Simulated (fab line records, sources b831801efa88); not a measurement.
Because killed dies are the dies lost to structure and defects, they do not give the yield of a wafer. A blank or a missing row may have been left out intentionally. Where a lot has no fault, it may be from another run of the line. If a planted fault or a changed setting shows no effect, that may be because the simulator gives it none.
A struck lot beside a sound one -- flow gf180mcu -- 15 out of 602 route steps
Sound: wafers L196.2, L196.3, L196.5. Wafers L200.1, L200.2, L200.6 were the ones struck. Last of all comes the cause.
For every step that has rows: the tool of each side, followed by ch and its chambers, followed by its first start. Under that, the readings that differ: sound wafers -- struck wafers -- difference of the means -- sigmas: that difference in standard deviations of wafers without a fault.
alike: same words and numbers on both sides, and readings whose means sit less than 2 such deviations apart. not compared: any withheld reading, any reading some wafer has no value for, any bound like >300 that may hide the same value, and any number with overlapping values for which the record gives no deviation.
The two part at a step that has a row with sigmas, a row that says differs or no value, or rows on one side only. Non-overlapping numbers with no deviation appear without sigmas and do not part them. Lack of a reading on every wafer of one side parts them only where that side has two or more wafers.

GF_V2_BOW_MEAS_05:
  sound: film-metro-01 at day 22 19:48; struck: film-metro-01 at day 23 16:19
  alike: V2_BOW
then, 8 steps without rows for these wafers: GF_V2_DEHYDRATE_06 (time 60 s); GF_V2_HMDS_07 (prime time 60 s); GF_V2_COAT_08; GF_V2_COAT_09 (resist thk 1000 nm); GF_V2_SOFTBAKE_10 (time 60 s); GF_V2_EXPOSE_11 (exposes mask Via2, target cd 260 nm); GF_V2_PEB_12 (peb time 90 s); GF_V2_DEVELOP_13 (develop time 60 s).
GF_V2_CD_MEAS_14: target cd 260 nm.
  sound: cd-sem-02 at day 23 18:34; struck: cd-sem-02 at day 24 14:39
  alike: cd-nm
GF_V2_OVL_MEAS_15:
  sound: overlay-01 at day 23 18:41; struck: overlay-02 at day 24 14:46
  alike: V2_OVL
GF_V2_ETCH_16: etches BARC in N2/H2.
  sound on rie-diel-01 ch 0,1,2, day 23 18:43; struck on rie-diel-02 ch 1,2,3, day 24 14:49
  alike: bias-w, chamber-pressure-mTorr, drypump-motor-current-A, n2-flow-sccm, oes-product-au, throttle-valve-pct
GF_V2_ETCH_17: etches SiO2 in C4F8/O2/Ar, stops on TiN, target depth 630 nm.
  sound on rie-diel-01 ch 0,1,2, day 23 18:00; struck on rie-diel-02 ch 1,2,3, day 24 14:00
  no value came back on the struck wafers for bias-w (W), chamber-pressure-mTorr (mTorr), oes-product-au (a.u.); on the sound wafers bias-w (W) reads 1199 1198 1198
GF_V2_STRIP_18: strips in O2/N2.
  sound on plasma-asher-01 ch 0,1, day 23 18:50; struck on plasma-asher-03 ch 0,1, day 24 14:56
reading,sound,struck,difference,sigmas
oes-product-au (a.u.),0.595 0.591 0.598,0.665 0.662 0.663,+0.069,+14
  alike: drypump-motor-current-A, heater-power-w, n2-flow-sccm
  not compared: rf-hours-counter-h
then, 1 step without rows for these wafers: GF_V2_STRIP_19 (strips in post etch residue remover, time 1200 s).

WHERE THEY PART
Earliest at GF_V2_ETCH_17; latest, in this record, at GF_V2_STRIP_18.

WHY: what had been put in by the simulator
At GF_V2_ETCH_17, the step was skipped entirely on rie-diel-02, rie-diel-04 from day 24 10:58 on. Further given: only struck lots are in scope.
